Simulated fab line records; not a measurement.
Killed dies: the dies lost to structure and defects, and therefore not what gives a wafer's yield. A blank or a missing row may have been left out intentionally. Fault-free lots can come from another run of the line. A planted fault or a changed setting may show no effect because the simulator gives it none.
Problem report in the 8D (eight disciplines) form, filled by code -- flow sky130 -- the parts of the form that need people (team, actions taken, sign-off) are left out

== 1. WHAT IS WRONG ==
Wafers without a fault read 0.997 a.u., standard deviation 0.01; oes product au at SKY_SONOS_ONO_ETCH_15 reads a mean of 0.772 a.u. on 2 wafers belonging to 2 lots. Relative to the usual mean, that is a shift of -22 standard deviations.
The step: etches the open film in CHF3/O2, target depth 19.52 nm, time 7.8 s.
First seen on wafer L100.2, day 18 05:41, on rie diel-01. At this step, 17 wafers from 6 lots have a number in the record. Rule for "out", or "out of limits": more than 4 standard deviations from the usual mean. Any other wafer with a number is counted as sound.

== 2. WHAT IT IS, AND WHAT IT ISN'T ==
question,is,is not
which readings at this step,"oes product au, throttle valve pct",drypump motor current A
which lots,"L100, L102","L105, L988, L989, L991"
which wafers of those lots,"L100.2, L102.5","L100.3, L100.6, L102.6"
read on which tools,rie diel-01,"rie diel-02, rie diel-04"
when,from day 18 05:41,"up to then (11 sound wafers); but 4 sound wafers of L102, L105 came after"

== 3. THE SUSPECTS, EACH WITH WHAT RULES IT OUT ==
Counting: a tool at a process step up to the reading stays a suspect if it ran every lot that is out. Sound lots after the first of them don't rule it out here, since some wafers of a struck lot are sound.
- rie diel-01 at SKY_SONOS_ONO_ETCH_15 (etches the open film in CHF3/O2, target depth 19.52 nm, time 7.8 s): kept. It processed each lot that is out (first: L100, day 18 05:41); up to then, its last sound lot is L991 (day 15 14:50). On those wafers its own readings are out: oes product au, throttle valve pct.
- Within rie diel-01 at SKY_SONOS_ONO_ETCH_15: the wafers that are out ran in chamber 0; their sound lot-mates ran in chambers 1, 2, 3.
The count leaves rie diel-01 at SKY_SONOS_ONO_ETCH_15.

== 4. THE CAUSE (what the simulator had put in) ==
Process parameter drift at SKY_SONOS_ONO_ETCH_15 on rie diel-01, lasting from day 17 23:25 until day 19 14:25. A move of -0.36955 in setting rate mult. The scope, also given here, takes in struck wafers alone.
This tool alone remained once counting was done.

== 5. THE EFFECT CHAIN, in route order ==
One row per reading whose mean, taken over the struck wafers that have a number, lies over 3 standard deviations from the usual. Scope: only readings with a usual standard deviation given in the record; hours: median across lots of the time from each lot's start at the first step in this table that gives one to its start at this step; sigmas: change in usual standard deviations.
hours,step,reading,usual,on struck wafers,change,sigmas
0,SKY_SONOS_ONO_ETCH_15,oes product au,0.997 a.u.,0.772,-0.225,-22
0,SKY_SONOS_ONO_ETCH_15,throttle valve pct,8.824 %,8.781,-0.043,-5.1
The process steps in it:
- SKY_SONOS_ONO_ETCH_15: etches the open film in CHF3/O2, target depth 19.52 nm, time 7.8 s.

== 6. WHAT WOULD HAVE CAUGHT IT SOONER ==
6 hours passed between the start of the fault at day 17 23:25 and the first reading out of limits in this record, taken at day 18 05:41.
